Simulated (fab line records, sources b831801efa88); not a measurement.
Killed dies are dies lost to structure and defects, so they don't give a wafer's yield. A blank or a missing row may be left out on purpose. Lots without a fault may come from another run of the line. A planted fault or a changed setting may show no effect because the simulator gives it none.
One fault seen from 2 desks | flow sky130 | each desk has only its own numbers; what lay behind them comes last

THE METROLOGY DESK
What the gauges read, lot by lot, whatever tool the lot ran on: means of the sampled wafers that have a number. A lot is out of limits, marked OUT, if its mean lies more than 4 standard deviations from the usual mean; the brackets give that distance.
Columns: A = VIA3_OVL at SKY_VIA3_OVL_MEAS_13, usual -1 nm; B = VIA3_W_RS at SKY_VIA3_RS_MEAS_22, usual 0.297 ohm/sq; C = VIA3_W_THK at SKY_VIA3_THK_MEAS_23, usual 392 nm
lot  | first seen here | A  | B     | C
L276 | day 40 15:02    | 3  | 0.299 | 382
L283 | day 43 08:58    | -0 | 0.301 | 391
L284 | day 43 13:50    | 2  | 0.299 | 378
L290 | day 44 15:11    | -7 | 0.297 | 401
L293 | day 45 13:02    | -5 | 0.298 | 394
L294 | day 45 18:46    | -2 | 0.295 | 398
This desk's finding: nothing out of limits on any of the 6 lots.

THE TOOL OWNER'S DESK: pvd_sputter-01
The tool's own readings at SKY_METAL4_SPUTTER_00 (material Ti, target thk 15 nm, time 10 s): means of the sampled wafers that have a number, for each lot that ran on this tool. A lot is out of limits, marked OUT, if its mean lies more than 4 standard deviations from the usual mean; the brackets give that distance.
Columns: A = cathode_dc_power_W at SKY_METAL4_SPUTTER_00, usual 3000.0 W; B = chamber_pressure_pa at SKY_METAL4_SPUTTER_00, usual 0.4000 Pa; C = throttle_valve_pct at SKY_METAL4_SPUTTER_00, usual 29.7 %
lot  | first seen here | A      | B      | C
L294 | day 45 20:10    | 3000.0 | 0.3998 | 29.3
This desk's finding: nothing out of limits on the one lot.

PUT TOGETHER
The metrology desk saw nothing out of limits.
The tool owner's desk saw nothing out of limits.

WHAT THE SIMULATOR HAD PUT IN
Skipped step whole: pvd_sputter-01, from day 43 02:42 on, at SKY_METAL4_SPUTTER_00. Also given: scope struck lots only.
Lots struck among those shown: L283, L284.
